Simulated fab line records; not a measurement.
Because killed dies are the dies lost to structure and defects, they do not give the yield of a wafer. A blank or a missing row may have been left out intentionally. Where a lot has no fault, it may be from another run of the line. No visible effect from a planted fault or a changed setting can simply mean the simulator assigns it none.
Code-filled problem report in 8D (eight disciplines) form    flow sky130    the parts of the form that need people (team, actions taken, sign-off) are left out

1. THE PROBLEM
Wafers without a fault read 0.854 a.u., standard deviation 0.0046; oesProductAu at SKY_CONTACT_ETCH_16 reads a mean of 0.934 a.u. on 2 wafers belonging to 2 lots. That is +18 standard deviations from the usual mean.
The step: etches BARC in N2/H2, stops on SiO2, time 45.9 s, target depth 60 nm.
The first sign was on wafer L351.1 at day 36 01:56, on rieDiel-03. The record holds 18 wafers of 6 lots with a number at this step. Rule for "out" (also "out of limits"): further than 4 standard deviations from the usual mean. All remaining wafers that have a number are taken as sound.

2. WHAT IT IS, AND WHAT IT ISN'T
question                     is                        is not
which readings at this step  oesProductAu, runLengthS  drypumpMotorCurrentA, throttleValvePct
which lots                   L351, L352                L341, L345, L354, L358
which wafers of those lots   L351.1, L352.5            L351.3, L351.5, L352.3, L352.4
read on which tools          rieDiel-03                rieDiel-02, rieDiel-04
when                         from day 36 01:56         up to then (8 sound wafers); but 8 sound wafers of L352, L354, L358 came after

3. THE SUSPECTS, EACH WITH WHAT RULES IT OUT
Counting: any tool at a process step up to the reading remains a suspect provided it ran every lot that is out. Sound lots after the first of them don't rule it out here, since some wafers of a struck lot are sound.
- cmp-01 at SKY_CONTACT_CMP_04 (polishes SiO2): kept. It ran every lot that is out, first L351 (day 34 22:32).
- rieDiel-03 at SKY_CONTACT_ETCH_16 (etches BARC in N2/H2, stops on SiO2, time 45.9 s, target depth 60 nm): kept. It ran every lot that is out, first L351 (day 36 01:56); its last sound lot up to then is L341 (day 32 11:44). On those wafers its own readings are out: oesProductAu, runLengthS.
- At SKY_CONTACT_ETCH_16, inside rieDiel-03: chamber 1 took the wafers that are out, while their sound lot-mates went through chambers 2, 3.
What counting leaves: cmp-01 at SKY_CONTACT_CMP_04 and rieDiel-03 at SKY_CONTACT_ETCH_16.

4. THE CAUSE (what the simulator had put in)
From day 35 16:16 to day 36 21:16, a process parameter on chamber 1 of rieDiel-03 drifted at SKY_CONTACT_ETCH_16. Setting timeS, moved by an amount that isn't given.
Of the 2 suspects that counting leaves, this tool is one.

5. SEQUENCE OF EFFECTS, ordered by route
Rows list readings where the struck wafers' mean (over those with a number) sits beyond 3 standard deviations from the usual. Only readings for which the record gives a usual standard deviation are gone through. hours: the time from each lot's start at the first step in this table that gives one to its start at this step, as a median over the lots. sigmas: the change in usual standard deviations.
hours  step                 reading       usual       on struck wafers  change  sigmas
0      SKY_CONTACT_ETCH_16  oesProductAu  0.854 a.u.  0.934             +0.081  +18
0      SKY_CONTACT_ETCH_16  runLengthS    74.0 s      69.5              -4.5    -10
Here are the process steps it includes:
- SKY_CONTACT_ETCH_16: etches BARC in N2/H2, stops on SiO2, time 45.9 s, target depth 60 nm.

6. HOW IT WOULD HAVE BEEN CAUGHT EARLIER
In this record the first reading out of limits was taken at day 36 01:56, 10 hours after the fault began at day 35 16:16.
